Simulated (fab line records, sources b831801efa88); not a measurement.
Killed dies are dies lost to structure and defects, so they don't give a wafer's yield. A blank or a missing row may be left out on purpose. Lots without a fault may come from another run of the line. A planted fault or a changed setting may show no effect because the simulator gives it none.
A struck lot beside a sound one | flow gf180mcu | 14 steps out of a route of 602
Sound: wafers L876.1, L876.3, L876.4. Struck: wafers L866.1, L866.2, L866.5. The cause comes at the end.
At each step with rows: each side's tool, then ch and its chambers, then its first start. Under that, the readings that differ: sound wafers | struck wafers | difference of the means | sigmas: that difference in standard deviations of wafers without a fault.
alike: readings whose means differ by less than 2 such deviations, and words and numbers that are the same on both sides. not compared: withheld readings, readings that some wafer has no value for, bounds like >300 that may hide the same value, and numbers for which the record gives no deviation and whose values overlap.
The two part at a step that has a row with sigmas, a row that says differs or no value, or rows on one side only. Numbers that don't overlap but have no deviation are shown without sigmas and don't part them. A reading that every wafer of one side lacks parts them only if that side has two wafers or more.

first, 2 steps without rows for these wafers: GF_M4_CLEAN_19 (cleans in DIW); GF_V4_CVD_00 (deposits SiO2, target thk 600 nm, time 100 s).
GF_V4_THK_MEAS_01:
  sound on film_metro-03, day 30 02:11; struck on film_metro-03, day 27 05:08
  alike: V4_CVD_00_THK
GF_V4_CVD_02: deposits SiO2 from TEOS, target thk 850 nm, time 94.851 s.
  sound on pecvd-01 ch 0,1, day 30 02:14; struck on pecvd-02 ch 0,1,2, day 27 05:11
  alike: heater_power_w
  not compared: since_wet_clean_h
GF_V4_THK_MEAS_03:
  sound on film_metro-01, day 30 02:19; struck on film_metro-01, day 27 05:16
  alike: V4_CVD_02_THK
GF_V4_CMP_04: polishes SiO2.
  sound on cmp-01 ch 0,2,3, day 30 02:22; struck on cmp-01 ch 0,2,3, day 27 05:22
  alike: motor_current_A, time_to_endpoint_s
GF_V4_BOW_MEAS_05:
  sound on film_metro-03, day 30 02:40; struck on film_metro-03, day 27 05:37
  alike: V4_BOW
then, 5 steps without rows for these wafers: GF_V4_DEHYDRATE_06 (time 60 s); GF_V4_HMDS_07 (prime time 60 s); GF_V4_COAT_08; GF_V4_COAT_09 (resist thk 1000 nm); GF_V4_SOFTBAKE_10 (time 60 s).
GF_V4_EXPOSE_11: exposes mask Via4, target cd 260 nm.
  sound on krf_scanner-02 ch 0, day 30 12:36; struck on krf_scanner-01, day 27 16:39
  no value came back on the struck wafers for exposure_dose_mJ_cm2, focus_offset_nm (nm); on the sound wafers exposure_dose_mJ_cm2 reads 37.96 37.98 37.98
  alike: mask
then, 1 step without rows for these wafers: GF_V4_PEB_12 (peb time 90 s).

WHERE THEY PART
Only at GF_V4_EXPOSE_11, within this record.

WHY: what the simulator had put in
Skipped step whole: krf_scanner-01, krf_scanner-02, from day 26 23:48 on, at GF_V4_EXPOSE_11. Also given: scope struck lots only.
